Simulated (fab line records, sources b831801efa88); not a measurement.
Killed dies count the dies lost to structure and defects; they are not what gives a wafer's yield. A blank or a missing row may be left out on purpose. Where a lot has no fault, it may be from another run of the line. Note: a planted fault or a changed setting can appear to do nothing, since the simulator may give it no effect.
Chamber matching | flow gf180mcu | GF_V3_CVD_02 on pecvd-04: 3 sister chambers
The step deposits SiO2 from TEOS, target thk 850 nm, time 94.851 s. 6 wafers are shown with their chamber, then 9 later ones without.

== WAFERS WITH THEIR CHAMBER ==
wafer  | chamber | rf fwd power W (W) | heater power w (W)
L077.3 | 0       | 597.5              | 648
L083.5 | 0       | 596.9              | 695
L088.4 | 2       | 596.0              | 570
L089.2 | 1       | 597.4              | 645
L089.3 | 1       | 597.7              | 682
L089.4 | 2       | 595.2              | 686

== WAFERS WHOSE CHAMBER IS MISSING ==
wafer  | rf fwd power W (W) | heater power w (W)
L091.1 | 598.2              | 682
L091.5 | 597.8              | 574
L091.6 | 595.3              | 562
L094.1 | 598.2              | 682
L094.5 | 594.0              | 709
L094.6 | 598.7              | 660
L096.1 | 598.1              | 662
L096.5 | 595.6              | 698
L096.6 | 593.7              | 557

== CHAMBER TAKEN BY EACH ==
wafer  | from the rows above     | in truth
L091.1 | can't be placed: 1 or 0 | 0
L091.5 | can't be placed: 1 or 0 | 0
L091.6 | 2                       | 2
L094.1 | can't be placed: 1 or 0 | 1
L094.5 | 2                       | 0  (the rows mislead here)
L094.6 | can't be placed: 1 or 0 | 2
L096.1 | can't be placed: 1 or 0 | 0
L096.5 | 2                       | 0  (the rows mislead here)
L096.6 | 2                       | 2
Correctly placed: 2 of 9. Cannot be placed on the basis of these rows: 5; the candidates contain the true chamber in 4. 2 placed wrongly.
How it was worked out, from the rows above alone: a wafer's distance from a chamber is the root of the sum, over the readings, of the square of ((its reading less the chamber's mean) divided by the reading's scatter). If the next closest chamber is less than 2 further off than the closest, the wafer can't be placed; otherwise it belongs to the closest. A chamber's mean is the mean of its shown wafers. The scatter: the root of (the sum of the squares of (reading less its chamber's mean) over the shown wafers, divided by (wafers less chambers)).
